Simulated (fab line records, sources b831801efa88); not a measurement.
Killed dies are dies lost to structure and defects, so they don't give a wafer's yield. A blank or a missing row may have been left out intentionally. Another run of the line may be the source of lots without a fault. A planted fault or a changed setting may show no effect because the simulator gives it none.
fab line records    flow sfqLine
record: lots: 6  wafers: 18  lastDay: 86
route steps=325 shown I0@47 M1@58
lots untouched by any fault: they come from a run of this same line in which no faults occurred
startH: the number of hours between the record's first day and the start of the first shown wafer of the lot    waitH: hours from the lot's prior step to this one    " identical to the entry in the row above    L1.1+2: a single row standing in for several wafers    - either no value or no given start    * or withheld: withheld    < > ~ a bound
route shown NAME@n: NAME is a module with steps in the file, n the number in the route of the first one    usual: mean and standard deviation over wafers with no fault    same: alike in all rows    chamber/n: place in a boat    sites: per-site readings    _std_site: the standard deviation of these    _edge_site: inner sites' mean taken away from outer sites' mean    radiusMm: how far each site lies from the wafer's centre    mask NAME#n: copy n    behind: tool/chamber where the wafer was last shaped    hold: cause of the lot's hold/its duration in hours/its outcome    device: transistor that didn't switch, given as n, p or np    end of line: the tests these same wafers got at the end of their route    a step without rows: its recipe alone    killed: count of dies lost to structure and defects at first sort (not the wafer's yield)    map: a wafer's dies, x killed, . not, _ none there
set.NAME: the setting as run; set.NAME@STEP: as run at that earlier step    model.NAME: the simulator's own value behind a step, which no gauge read
lots seen at some steps along the route; tables by step, rows by wafer
services: from which hour (startH, from the record's first day; less than 0 if before it) a tool's chamber was out of use, for how many hours, and why
== steps ==
step: SFQ_TRILAYER_I0_VIA_LITHO_COAT_036
recipe: resist: BARC  spinRpm: 3000  resistThkNm: 62
step: SFQ_TRILAYER_I0_VIA_LITHO_COAT_031
recipe: resist: KrF  spinRpm: 3000  resistThkNm: 650
step: SFQ_TRILAYER_I0_VIA_LITHO_SOFTBAKE_035
recipe: tempC: withheld  timeS: withheld  resist: KrF
step: SFQ_TRILAYER_I0_VIA_LITHO_EXPOSE_032
recipe: maskId: I0  na: 0.6  sourceShape: conventional  sigmaOuter: 0.65  targetCdNm: 500  doseMj: 21.3
step: SFQ_TRILAYER_I0_VIA_LITHO_PEB_034
recipe: pebTempC: 115  pebTimeS: 60  resist: KrF
step: SFQ_TRILAYER_I0_VIA_LITHO_DEVELOP_033
recipe: timeS: 60  resist: KrF
step: SFQ_I0_OVL_MEAS_908
usual: I0_OVL: 5/5.9
lot.wafer  tool        chamber  startH  waitH  I0_OVL[nm]
L479.3     overlay-02  -        206.53  0.1    2
L479.4     "           -        "       "      9
L479.5     "           -        "       "      0
L480.2     overlay-01  -        214.93  0.1    10
L480.3     "           -        "       "      14
L480.6     "           -        "       "      2
L481.2     overlay-01  -        223.33  0.1    4
L481.3     "           -        "       "      16
L481.5     "           -        "       "      12
L486.1     overlay-01  -        273.10  0.1    5
L486.2     "           -        "       "      1
L486.3     "           -        "       "      2
L494.1     overlay-01  -        336.96  0.1    0
L494.3     "           -        "       "      -1
L494.5     "           -        "       "      4
L498.3     overlay-01  -        366.20  0.1    11
L498.4     "           -        "       "      12
L498.6     "           -        "       "      14
step: SFQ_TRILAYER_I0_VIA_BARC_OPEN_VIA_ETCH_046
recipe: maskMaterial: PR  chemistry: O2  targetDepthNm: 125  target: BARC  sourceW: 500  biasW: 80  pressureMtorr: 30  timeS: 41.7
usual: biasW: 80.00/0.25  drypumpMotorCurrentA: 5.9/0.57  oesProductAu: 0.686/0.0048
lot.wafer  tool        chamber  startH  waitH  biasW  drypumpMotorCurrentA  oesProductAu  rfHoursCounterH
L479.3     rieDiel-04  1        206.56  0.0    79.88  5.2                   0.688         112
L479.4     "           3        "       "      80.10  6.7                   0.682         64
L479.5     "           3        "       "      80.06  6.7                   0.692         -
L480.2     rieDiel-02  0        214.96  0.0    79.86  6.1                   0.690         4
L480.3     "           1        "       "      79.83  6.3                   0.696         80
L480.6     "           0        "       "      79.62  6.1                   0.685         -
L481.2     rieDiel-03  0        223.36  0.0    80.26  4.9                   0.680         144
L481.3     "           3        "       "      79.96  6.1                   0.686         63
L481.5     "           3        "       "      80.02  6.1                   0.682         -
L486.1     rieDiel-04  1        273.13  0.0    79.48  5.2                   0.682         113
L486.2     "           3        "       "      80.11  6.7                   0.680         65
L486.3     "           2        "       "      79.75  6.5                   0.678         16
L494.1     rieDiel-02  1        337.00  0.0    79.96  6.3                   0.688         82
L494.3     "           2        "       "      79.73  6.1                   0.687         38
L494.5     "           2        "       "      79.92  6.0                   0.690         -
L498.3     rieDiel-03  3        366.22  0.0    80.27  6.0                   0.688         66
L498.4     "           0        "       "      80.11  4.9                   0.682         -
L498.6     "           2        "       "      80.26  5.0                   0.672         -
step: SFQ_TRILAYER_I0_VIA_ETCH_VIA_ETCH_034
recipe: target: SiO2  stopOn: Nb  maskMaterial: PR  taperDeg: 20  chemistry: CHF3  targetDepthNm: 260  sourceW: 500  biasW: 80  pressureMtorr: 30  timeS: withheld
usual: biasW: 80.00/0.24  drypumpMotorCurrentA: 5.9/0.57  oesProductAu: 0.855/0.0053
lot.wafer  tool        chamber  startH  waitH  biasW  drypumpMotorCurrentA  oesProductAu
L479.3     rieDiel-04  1        206.60  0.0    80.11  5.2                   0.850
L479.4     "           3        "       "      79.85  6.7                   0.851
L479.5     "           3        "       "      80.08  6.7                   0.851
L480.2     rieDiel-02  0        215.00  0.0    79.85  6.1                   0.848
L480.3     "           1        "       "      80.03  6.3                   0.869
L480.6     "           0        "       "      79.95  6.1                   0.869
L481.2     rieDiel-03  0        223.40  0.0    79.98  4.9                   0.847
L481.3     "           3        "       "      80.00  6.1                   0.857
L481.5     "           3        "       "      79.66  6.1                   0.861
L486.1     rieDiel-04  1        273.17  0.0    79.82  5.2                   0.852
L486.2     "           3        "       "      79.82  6.7                   0.847
L486.3     "           2        "       "      80.09  6.5                   0.858
L494.1     rieDiel-02  1        337.04  0.0    80.24  6.3                   0.857
L494.3     "           2        "       "      80.40  6.1                   0.853
L494.5     "           2        "       "      79.81  6.1                   0.851
L498.3     rieDiel-03  3        366.26  0.0    79.92  6.1                   0.854
L498.4     "           0        "       "      80.19  4.9                   0.855
L498.6     "           2        "       "      80.15  5.0                   0.858
step: SFQ_TRILAYER_I0_VIA_STRIP_STRIP_035
recipe: gas: O2  powerW: 200  platenTempC: 40  overashFraction: 0.65  chemistry: O2  pressureMtorr: 50
usual: drypumpMotorCurrentA: 5.55/0.25  oesProductAu: 0.999/0.011
lot.wafer  tool         chamber  startH  waitH  drypumpMotorCurrentA  oesProductAu  rfHoursCounterH
L479.3     rieMetal-03  1        206.91  -      5.82                  1.011         -
L479.4     "            0        "       "      5.19                  1.003         -
L479.5     "            1        "       "      5.83                  1.008         -
L480.2     rieMetal-04  0        215.11  -      5.58                  1.000         176
L480.3     "            0        "       "      5.58                  0.983         -
L480.6     "            1        "       "      5.56                  0.986         -
L481.2     rieMetal-04  1        223.51  -      5.56                  0.981         85
L481.3     "            0        "       "      5.59                  0.990         -
L481.5     "            1        "       "      5.57                  0.984         -
L486.1     rieMetal-02  1        273.29  -      5.82                  0.990         69
L486.2     "            0        "       "      5.20                  1.000         88
L486.3     "            0        "       "      5.20                  0.988         -
L494.1     rieMetal-03  1        337.15  -      5.77                  1.004         49
L494.3     "            0        "       "      5.16                  1.018         -
L494.5     "            1        "       "      5.79                  1.016         -
L498.3     rieMetal-02  0        366.57  -      5.22                  0.998         -
L498.4     "            1        "       "      5.81                  1.001         -
L498.6     "            1        "       "      5.82                  0.996         -
step: SFQ_TRILAYER_I0_VIA_STRIP_SOLV_CLEAN_036
recipe: chemistry: NMP  tempC: 70  timeS: 600
step: SFQ_TRILAYER_M1_DEP_PRE_CLEAN_038
recipe: gas: Ar  timeS: 22.5  biasV: 250
step: SFQ_TRILAYER_M1_DEP_SPUTTER_037
recipe: material: Nb  basePressurePa: 1.33e-06  chamberPressurePa: 0.1333  substrateTempC: 20  resputterCathodeVoltageV: 400  targetThkNm: 200  powerW: 2000  timeS: 133.3
usual: basePressurePa: 1.34e-06/9e-08  cathodeDcPowerW: 2000.0/0.37  throttleValvePct: 29.5/1.2
lot.wafer  tool           chamber  startH  waitH  basePressurePa  cathodeDcPowerW  throttleValvePct
L479.3     pvdSputter-03  -        207.51  0.0    1.36e-06        2000.3           29.1
L479.4     "              -        "       "      1.26e-06        2000.1           32.2
L479.5     "              -        "       "      1.25e-06        1999.8           28.3
L480.2     pvdSputter-03  -        215.91  0.0    1.32e-06        2000.4           29.4
L480.3     "              -        "       "      1.43e-06        1999.5           31.9
L480.6     "              -        "       "      1.41e-06        2000.2           28.3
L481.2     pvdSputter-03  -        224.31  0.0    1.37e-06        1999.9           29.4
L481.3     "              -        "       "      1.52e-06        1999.7           32.0
L481.5     "              -        "       "      1.46e-06        2000.0           29.1
L486.1     pvdSputter-05  -        274.09  0.0    1.43e-06        2000.2           28.5
L486.2     "              -        "       "      1.33e-06        2000.4           30.1
L486.3     "              -        "       "      1.33e-06        2000.4           30.4
L486.1     pvdSputter-05  -        274.35  0.2    1.21e-06        1999.3           28.4
L486.2     "              -        "       "      1.38e-06        1999.7           30.4
L486.3     "              -        "       "      1.28e-06        2000.5           30.3
L494.1     pvdSputter-05  -        337.96  0.0    1.24e-06        1999.6           30.1
L494.3     "              -        "       "      1.36e-06        1999.7           30.0
L494.5     "              -        "       "      1.33e-06        2000.6           28.7
L494.1     pvdSputter-05  -        338.21  0.2    1.28e-06        2000.1           30.4
L494.3     "              -        "       "      1.38e-06        2000.2           30.2
L494.5     "              -        "       "      1.22e-06        2001.0           28.3
L498.3     pvdSputter-03  -        367.18  0.0    1.32e-06        2000.2           29.2
L498.4     "              -        "       "      1.4e-06         2000.0           29.3
L498.6     "              -        "       "      1.24e-06        1999.9           29.3
step: SFQ_M1_RS_MEAS_909
recipe: thkMeasGauge: four-point-probe  reads: Nb_of_TRILAYER_M1_DEP_SPUTTER_037
usual: M1_NB_RS: 0.890/0.011
lot.wafer  tool          chamber  startH  waitH  M1_NB_RS[ohm/sq]
L479.3     filmMetro-01  -        207.65  0.1    0.896
L479.4     "             -        "       "      0.904
L479.5     "             -        "       "      0.888
L480.2     filmMetro-02  -        216.03  0.1    0.885
L480.3     "             -        "       "      0.893
L480.6     "             -        "       "      0.883
L481.2     filmMetro-04  -        224.43  0.1    0.897
L481.3     "             -        "       "      0.891
L481.5     "             -        "       "      0.889
L486.1     filmMetro-04  -        274.44  0.0    0.445
L486.2     "             -        "       "      0.438
L486.3     "             -        "       "      0.441
L494.1     filmMetro-04  -        338.31  0.0    0.433
L494.3     "             -        "       "      0.431
L494.5     "             -        "       "      0.439
L498.3     filmMetro-02  -        367.31  0.1    0.889
L498.4     "             -        "       "      0.891
L498.6     "             -        "       "      0.895
step: SFQ_TRILAYER_M1_LITHO_COAT_044
recipe: resist: BARC  spinRpm: 3000  resistThkNm: 62
step: SFQ_TRILAYER_M1_LITHO_COAT_039
recipe: resist: KrF  spinRpm: 3000  resistThkNm: 600
step: SFQ_TRILAYER_M1_LITHO_SOFTBAKE_043
recipe: tempC: withheld  timeS: withheld  resist: KrF
step: SFQ_TRILAYER_M1_LITHO_EXPOSE_040
recipe: maskId: M1  na: 0.6  sourceShape: conventional  sigmaOuter: 0.65  targetCdNm: 500  doseMj: 14.4
step: SFQ_TRILAYER_M1_LITHO_PEB_042
recipe: pebTempC: 115  pebTimeS: 60  resist: KrF
step: SFQ_TRILAYER_M1_LITHO_DEVELOP_041
recipe: timeS: 60  resist: KrF
step: SFQ_M1_OVL_MEAS_911
usual: M1_OVL: 0/5.5
lot.wafer  tool        chamber  startH  waitH  M1_OVL[nm]
L479.3     overlay-02  -        323.78  0.1    -8
L479.4     "           -        "       "      -9
L479.5     "           -        "       "      -8
L480.2     overlay-02  -        330.97  0.1    -13
L480.3     "           -        "       "      -7
L480.6     "           -        "       "      -5
L481.2     overlay-02  -        341.77  0.1    2
L481.3     "           -        "       "      4
L481.5     "           -        "       "      9
L486.1     overlay-01  -        403.39  0.1    3
L486.2     "           -        "       "      7
L486.3     "           -        "       "      1
L494.1     overlay-01  -        469.49  0.1    -2
L494.3     "           -        "       "      2
L494.5     "           -        "       "      2
L498.3     overlay-02  -        507.25  0.1    -5
L498.4     "           -        "       "      0
L498.6     "           -        "       "      1
step: SFQ_TRILAYER_M1_BARC_OPEN_METAL_ETCH_054
recipe: maskMaterial: PR  chemistry: O2  targetDepthNm: 125  target: BARC  icpW: 600  biasW: 80  pressureMtorr: 10  timeS: 41.7
usual: biasW: 79.98/0.22  drypumpMotorCurrentA: 5.53/0.18  oesProductAu: 0.685/0.0043
lot.wafer  tool         chamber  startH  waitH  biasW  drypumpMotorCurrentA  oesProductAu  rfHoursCounterH
L479.3     rieMetal-01  0        323.82  0.0    79.68  5.36                  0.680         -
L479.4     "            1        "       "      80.42  5.56                  0.688         -
L479.5     "            1        "       "      79.96  5.56                  0.682         -
L480.2     rieMetal-03  0        331.00  0.0    80.00  5.19                  0.685         136
L480.3     "            1        "       "      79.75  5.80                  0.686         -
L480.6     "            1        "       "      80.26  5.81                  0.679         -
L481.2     rieMetal-04  1        341.82  0.0    79.90  5.57                  0.686         -
L481.3     "            1        "       "      80.04  5.59                  0.684         -
L481.5     "            1        "       "      79.96  5.57                  0.681         -
L486.1     rieMetal-03  0        403.42  0.0    79.93  5.14                  0.685         149
L486.2     "            1        "       "      80.00  5.79                  0.686         62
L486.3     "            1        "       "      80.09  5.81                  0.680         -
L494.1     rieMetal-03  0        469.52  0.0    79.94  5.18                  0.680         161
L494.3     "            1        "       "      80.28  5.80                  0.683         -
L494.5     "            0        "       "      79.95  5.19                  0.679         -
L498.3     rieMetal-01  1        507.29  0.0    80.03  5.55                  0.691         -
L498.4     "            0        "       "      79.85  5.41                  0.680         -
L498.6     "            1        "       "      79.65  5.57                  0.687         -
step: SFQ_TRILAYER_M1_ETCH_METAL_ETCH_042
recipe: target: Nb  stopOn: SiO2  maskMaterial: PR  chemistry: Cl2/Ar  targetDepthNm: 240  icpW: 600  biasW: 80  pressureMtorr: 10  timeS: 120
usual: biasW: 79.97/0.21  drypumpMotorCurrentA: 5.53/0.18  oesProductAu: 0.894/0.0078
lot.wafer  tool         chamber  startH  waitH  biasW  drypumpMotorCurrentA  oesProductAu  rfHoursCounterH  model.etch.depthNm  model.M1.featureDepthNm
L479.3     rieMetal-01  0        323.90  0.1    79.81  5.40                  0.896         -                199                 199
L479.4     "            1        "       "      79.99  5.61                  0.888         -                197                 197
L479.5     "            1        "       "      80.18  5.63                  0.894         -                200.2               200.2
L480.2     rieMetal-03  0        331.06  0.0    80.34  5.19                  0.897         136              200.8               200.8
L480.3     "            1        "       "      79.90  5.81                  0.883         -                199.7               199.7
L480.6     "            1        "       "      79.87  5.83                  0.902         -                201.8               201.8
L481.2     rieMetal-04  1        341.96  0.1    80.21  5.56                  0.887         -                198.4               198.4
L481.3     "            1        "       "      80.24  5.59                  0.888         -                199.3               199.3
L481.5     "            1        "       "      80.14  5.57                  0.900         -                199.6               199.6
L486.1     rieMetal-03  0        403.48  0.0    79.91  5.17                  1.010         149              245.7               245.7
L486.2     "            1        "       "      80.20  5.80                  1.003         62               243.5               243.5
L486.3     "            1        "       "      79.70  5.78                  1.009         -                241.8               241.8
L494.1     rieMetal-03  0        469.58  0.0    79.80  5.19                  0.994         161              239.3               239.3
L494.3     "            1        "       "      80.25  5.78                  0.999         -                241.9               241.9
L494.5     "            0        "       "      80.11  5.17                  1.011         -                241.6               241.6
L498.3     rieMetal-01  1        507.37  0.1    80.24  5.60                  0.895         -                199.8               199.8
L498.4     "            0        "       "      80.23  5.40                  0.896         -                199.5               199.5
L498.6     "            1        "       "      79.99  5.63                  0.885         -                199.1               199.1
step: SFQ_TRILAYER_M1_STRIP_STRIP_043
recipe: gas: O2  powerW: 200  platenTempC: 40  overashFraction: 0.65  chemistry: O2  pressureMtorr: 50
usual: drypumpMotorCurrentA: 5.53/0.18  oesProductAu: 1.002/0.011
lot.wafer  tool         chamber  startH  waitH  drypumpMotorCurrentA  oesProductAu  rfHoursCounterH
L479.3     rieMetal-01  0        324.19  0.2    5.38                  1.001         -
L479.4     "            1        "       "      5.61                  1.013         -
L479.5     "            1        "       "      5.56                  1.005         -
L480.2     rieMetal-03  0        331.19  0.1    5.17                  1.018         136
L480.3     "            1        "       "      5.78                  1.015         -
L480.6     "            1        "       "      5.78                  1.016         -
L481.2     rieMetal-04  1        342.37  0.4    5.57                  0.984         -
L481.3     "            1        "       "      5.58                  0.995         -
L481.5     "            1        "       "      5.58                  0.994         -
L486.1     rieMetal-03  0        403.61  0.1    5.16                  1.016         150
L486.2     "            1        "       "      5.80                  1.004         62
L486.3     "            1        "       "      5.80                  0.990         -
L494.1     rieMetal-03  0        469.71  0.1    5.13                  1.000         161
L494.3     "            1        "       "      5.81                  1.012         -
L494.5     "            0        "       "      5.14                  0.999         -
L498.3     rieMetal-01  1        507.66  0.2    5.59                  1.015         -
L498.4     "            0        "       "      5.42                  0.992         -
L498.6     "            1        "       "      5.59                  1.009         -
== services ==
tool           chamber  startH  hours  kind
rieDiel-03     -        185.50  1.3    repair
rieDiel-02     1        192.78  9.9    repair
rieMetal-04    1        216.07  1.1    repair
rieDiel-03     2        217.46  9.7    repair
rieDiel-02     3        219.31  16.5   repair
rieDiel-03     0        229.54  3.0    repair
rieMetal-03    1        245.12  2.7    repair
rieDiel-03     0        263.16  7.9    repair
rieDiel-02     -        273.36  2.8    pm
rieDiel-02     2        288.57  6.5    repair
rieMetal-01    1        300.42  2.3    repair
rieDiel-04     1        322.27  12.8   repair
pvdSputter-03  -        322.90  5.5    repair
rieMetal-04    -        343.37  2.8    pm
rieMetal-04    -        348.70  2.5    repair
rieDiel-02     3        349.75  4.4    repair
rieMetal-04    -        363.28  0.5    repair
rieDiel-03     2        368.84  3.5    repair
pvdSputter-05  -        378.34  2.1    repair
rieMetal-04    0        400.38  4.2    repair
rieDiel-03     -        407.92  2.8    pm
rieMetal-04    -        446.86  6.7    repair
rieMetal-03    1        481.93  2.7    repair
rieMetal-03    -        498.56  2.8    pm
== key ==
firstSign: step: SFQ_TRILAYER_M1_DEP_SPUTTER_037  reading: visit  direction: added
effect: step: SFQ_M1_RS_MEAS_909  reading: M1_NB_RS  direction: down  sigmas: 43  usual: 0.890  struck: 0.438
effect: step: SFQ_TRILAYER_M1_ETCH_METAL_ETCH_042  reading: oesProductAu  direction: up  sigmas: 14  usual: 0.894  struck: 1.004
modelEffect: step: SFQ_TRILAYER_M1_ETCH_METAL_ETCH_042  value: etch.depthNm  without: 202.4  struck: 242.3
metAt SFQ_TRILAYER_M1_DEP_SPUTTER_037
struckWafers L486.1,L486.2,L486.3,L494.1,L494.3,L494.5
fault: kind: repeatedStepWhole  tool: pvdSputter-03,pvdSputter-05,pvdSputter-06  chamber: -  onsetH: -  steps: SFQ_TRILAYER_M1_DEP_SPUTTER_037  times: 1  scope: struckLotsOnly
